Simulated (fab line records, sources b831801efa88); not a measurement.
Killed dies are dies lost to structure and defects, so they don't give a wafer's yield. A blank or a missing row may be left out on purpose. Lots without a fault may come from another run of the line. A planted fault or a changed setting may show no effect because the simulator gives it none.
One fault seen from 2 desks | flow sky130 | each desk has only its own numbers; what lay behind them comes last

THE METROLOGY DESK
What the gauges read, lot by lot, whatever tool the lot ran on: means of the sampled wafers that have a number. A lot is out of limits, marked OUT, if its mean lies more than 4 standard deviations from the usual mean; the brackets give that distance.
Columns: A = cd_nm at SKY_SD_P_CD_MEAS_07, usual 379.9 nm; B = RES_XHIGH_TW at SKY_RES_XHIGH_TW_MEAS_09, usual 1627
lot  | first seen here | A     | B
L532 | day 25 13:32    | 382.1 | 1607
L533 | day 26 07:33    | 381.6 | 1624
L534 | day 27 01:54    | 377.9 | 1635
L540 | day 28 12:14    | 382.3 | 1641
L537 | day 28 22:40    | -     | 2884 (+99 or more) OUT
L539 | day 29 03:33    | -     | 2864 (+99 or more) OUT
L538 | day 29 04:18    | -     | 2872 (+99 or more) OUT
L546 | day 30 21:18    | 378.6 | 1635
L548 | day 31 01:38    | 380.0 | 1639
L549 | day 31 07:59    | 377.8 | 1626
L550 | day 31 22:43    | 377.2 | 1621
L551 | day 31 23:20    | 379.1 | 1620
L553 | day 32 15:02    | 378.0 | 1635
L554 | day 33 00:00    | 379.6 | 1621
L555 | day 33 07:03    | 380.3 | 1637
This desk's finding: out of limits on L537, L538, L539; first on L537, day 28 22:40 (RES_XHIGH_TW at SKY_RES_XHIGH_TW_MEAS_09). In limits: L532, L533, L534, L540, L546, L548, L549, L550, L551, L553, L554, L555.

THE TOOL OWNER'S DESK: litho_track-04
The tool's own readings at SKY_SD_P_COAT_02 (resist thk 1140 nm): means of the sampled wafers that have a number, for each lot that ran on this tool. A lot is out of limits, marked OUT, if its mean lies more than 4 standard deviations from the usual mean; the brackets give that distance.
Columns: A = chill_plate_temp_C at SKY_SD_P_COAT_02, usual 22.99 C; B = dispense_pressure_kPa at SKY_SD_P_COAT_02, usual 47.6 kPa
lot  | first seen here | A     | B
L533 | day 25 17:20    | 23.03 | 47.3
L534 | day 26 10:41    | 23.11 | 47.3
L540 | day 27 21:42    | 22.81 | 47.4
L546 | day 30 07:11    | 23.07 | 47.4
L549 | day 30 18:29    | 23.01 | 47.4
L550 | day 31 08:35    | 22.93 | 47.4
L551 | day 31 09:08    | 23.04 | 47.4
L554 | day 32 10:24    | 22.93 | 47.4
This desk's finding: nothing out of limits on any of the 8 lots.

PUT TOGETHER
The metrology desk could have raised an alarm at day 28 22:40, on L537, L538, L539.
The tool owner's desk saw nothing out of limits.
The tool owner's desk has no number on record for L537, L538, L539.
Of the lots named, all ran SKY_SD_P_COAT_02 on litho_track-04.

WHAT THE SIMULATOR HAD PUT IN
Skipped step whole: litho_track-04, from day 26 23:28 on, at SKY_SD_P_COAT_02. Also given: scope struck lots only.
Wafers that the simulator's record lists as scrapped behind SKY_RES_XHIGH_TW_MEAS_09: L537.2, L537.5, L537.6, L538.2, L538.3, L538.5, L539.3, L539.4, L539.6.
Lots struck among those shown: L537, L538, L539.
Hours from the fault's start to each desk's first reading out of limits: the metrology desk, 47.
